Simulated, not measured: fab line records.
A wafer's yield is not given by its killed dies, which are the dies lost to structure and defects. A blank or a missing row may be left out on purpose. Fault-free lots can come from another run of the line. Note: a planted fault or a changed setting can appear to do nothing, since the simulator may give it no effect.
Chamber matching || flow gf180mcu || rie-si-01 running GF_STI_ETCH_14: 4 sister chambers
The step etches Si in HBr/Cl2/O2, target depth 360 nm, time 102.9 s. 8 wafers are shown with their chamber, then 12 later ones without.

WAFERS WITH THEIR CHAMBER
{"wafer": "L086.2", "chamber": 3, "drypump-motor-current-A (A)": 5.2, "oes-product-au (a.u.)": 0.989}
{"wafer": "L087.2", "chamber": 3, "drypump-motor-current-A (A)": 5.2, "oes-product-au (a.u.)": 0.994}
{"wafer": "L087.3", "chamber": 2, "drypump-motor-current-A (A)": 5.2, "oes-product-au (a.u.)": 0.986}
{"wafer": "L088.1", "chamber": 2, "drypump-motor-current-A (A)": 5.2, "oes-product-au (a.u.)": 0.983}
{"wafer": "L088.5", "chamber": 0, "drypump-motor-current-A (A)": 4.9, "oes-product-au (a.u.)": 1.013}
{"wafer": "L091.1", "chamber": 1, "drypump-motor-current-A (A)": 5.3, "oes-product-au (a.u.)": 0.984}
{"wafer": "L091.2", "chamber": 0, "drypump-motor-current-A (A)": 4.8, "oes-product-au (a.u.)": 1.003}
{"wafer": "L091.6", "chamber": 1, "drypump-motor-current-A (A)": 5.3, "oes-product-au (a.u.)": 1.006}

WAFERS WHOSE CHAMBER IS MISSING
{"wafer": "L092.4", "drypump-motor-current-A (A)": 4.9, "oes-product-au (a.u.)": 1.013}
{"wafer": "L092.5", "drypump-motor-current-A (A)": 5.3, "oes-product-au (a.u.)": 0.982}
{"wafer": "L092.6", "drypump-motor-current-A (A)": 4.9, "oes-product-au (a.u.)": 1.002}
{"wafer": "L093.2", "drypump-motor-current-A (A)": 5.1, "oes-product-au (a.u.)": 0.980}
{"wafer": "L093.3", "drypump-motor-current-A (A)": 4.9, "oes-product-au (a.u.)": 1.010}
{"wafer": "L093.5", "drypump-motor-current-A (A)": 4.9, "oes-product-au (a.u.)": 1.015}
{"wafer": "L094.2", "drypump-motor-current-A (A)": 5.2, "oes-product-au (a.u.)": 0.986}
{"wafer": "L094.4", "drypump-motor-current-A (A)": 5.3, "oes-product-au (a.u.)": 1.001}
{"wafer": "L094.6", "drypump-motor-current-A (A)": 4.9, "oes-product-au (a.u.)": 1.007}
{"wafer": "L097.3", "drypump-motor-current-A (A)": 5.1, "oes-product-au (a.u.)": 0.983}
{"wafer": "L097.4", "drypump-motor-current-A (A)": 5.3, "oes-product-au (a.u.)": 0.994}
{"wafer": "L097.6", "drypump-motor-current-A (A)": 5.3, "oes-product-au (a.u.)": 1.001}

WHICH CHAMBER EACH WENT THROUGH
{"wafer": "L092.4", "from the rows above": 0, "in truth": 0}
{"wafer": "L092.5", "from the rows above": "can't be placed: 1 or 2 or 3", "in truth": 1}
{"wafer": "L092.6", "from the rows above": 0, "in truth": 0}
{"wafer": "L093.2", "from the rows above": "can't be placed: 2 or 3", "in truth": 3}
{"wafer": "L093.3", "from the rows above": 0, "in truth": 0}
{"wafer": "L093.5", "from the rows above": 0, "in truth": 0}
{"wafer": "L094.2", "from the rows above": "can't be placed: 2 or 3", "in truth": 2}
{"wafer": "L094.4", "from the rows above": 1, "in truth": 1}
{"wafer": "L094.6", "from the rows above": 0, "in truth": 0}
{"wafer": "L097.3", "from the rows above": "can't be placed: 2 or 3", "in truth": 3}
{"wafer": "L097.4", "from the rows above": 1, "in truth": 1}
{"wafer": "L097.6", "from the rows above": 1, "in truth": 1}
8 of 12 placed correctly. Unplaceable from these rows: 4, with the true chamber sitting among the candidates in 4. 0 placed wrongly.
How it was worked out, from the rows above alone: a wafer's distance from a chamber is the root of the sum, over the readings, of the square of ((its reading less the chamber's mean) divided by the reading's scatter). The wafer belongs to the nearest chamber; if the next one is less than 2 further off, it can't be placed. The mean given for a chamber averages the wafers shown for that chamber. The scatter is the square root of a quotient: the sum, over the shown wafers, of each reading's squared deviation from its chamber's mean, divided by wafers minus chambers.
